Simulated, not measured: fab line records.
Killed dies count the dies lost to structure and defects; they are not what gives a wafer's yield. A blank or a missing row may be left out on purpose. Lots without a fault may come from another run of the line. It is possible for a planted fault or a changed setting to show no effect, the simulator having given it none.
A single fault, viewed from 2 desks | flow gf180mcu | each desk holds nothing but its own numbers, with what lay behind them at the end

THE METROLOGY DESK
Means of the sampled wafers that have a number, per lot and without regard to the tool the lot ran on: this is what the gauges read. The brackets show how far a lot's mean lies from the usual mean; more than 4 standard deviations puts the lot out of limits, marked OUT.
Columns: A = cd nm at GF_V4_CD_MEAS_14, usual 260.2 nm; B = V4_OVL at GF_V4_OVL_MEAS_15, usual 1 nm
lot  | first seen here | A     | B
L359 | day 25 02:51    | 260.6 | 4
L367 | day 28 01:14    | 258.9 | -6
L370 | day 28 22:19    | 260.4 | 8
L373 | day 29 14:45    | 261.0 | -1
L377 | day 30 12:06    | 261.1 | 2
L379 | day 31 07:32    | 261.5 | -2
This desk's finding: nothing out of limits on any of the 6 lots.

FOR THE TOOL OWNER'S DESK: pvd sputter-03
The tool's own readings at GF_V4_SPUTTER_22 (material TiN, target thk 10 nm, time 40 s): means of the sampled wafers that have a number, for each lot that ran on this tool. The brackets show how far a lot's mean lies from the usual mean; more than 4 standard deviations puts the lot out of limits, marked OUT.
Columns: A = throttle valve pct at GF_V4_SPUTTER_22, usual 29.9 %
lot  | first seen here | A
L359 | day 25 03:46    | 29.3
L370 | day 28 23:11    | 29.7
L373 | day 29 15:42    | 29.8
This desk's finding: nothing out of limits on any of the 3 lots.

ALL TOGETHER
The metrology desk saw nothing out of limits.
The tool owner's desk saw nothing out of limits.

WHAT THE SIMULATOR HAD PUT IN
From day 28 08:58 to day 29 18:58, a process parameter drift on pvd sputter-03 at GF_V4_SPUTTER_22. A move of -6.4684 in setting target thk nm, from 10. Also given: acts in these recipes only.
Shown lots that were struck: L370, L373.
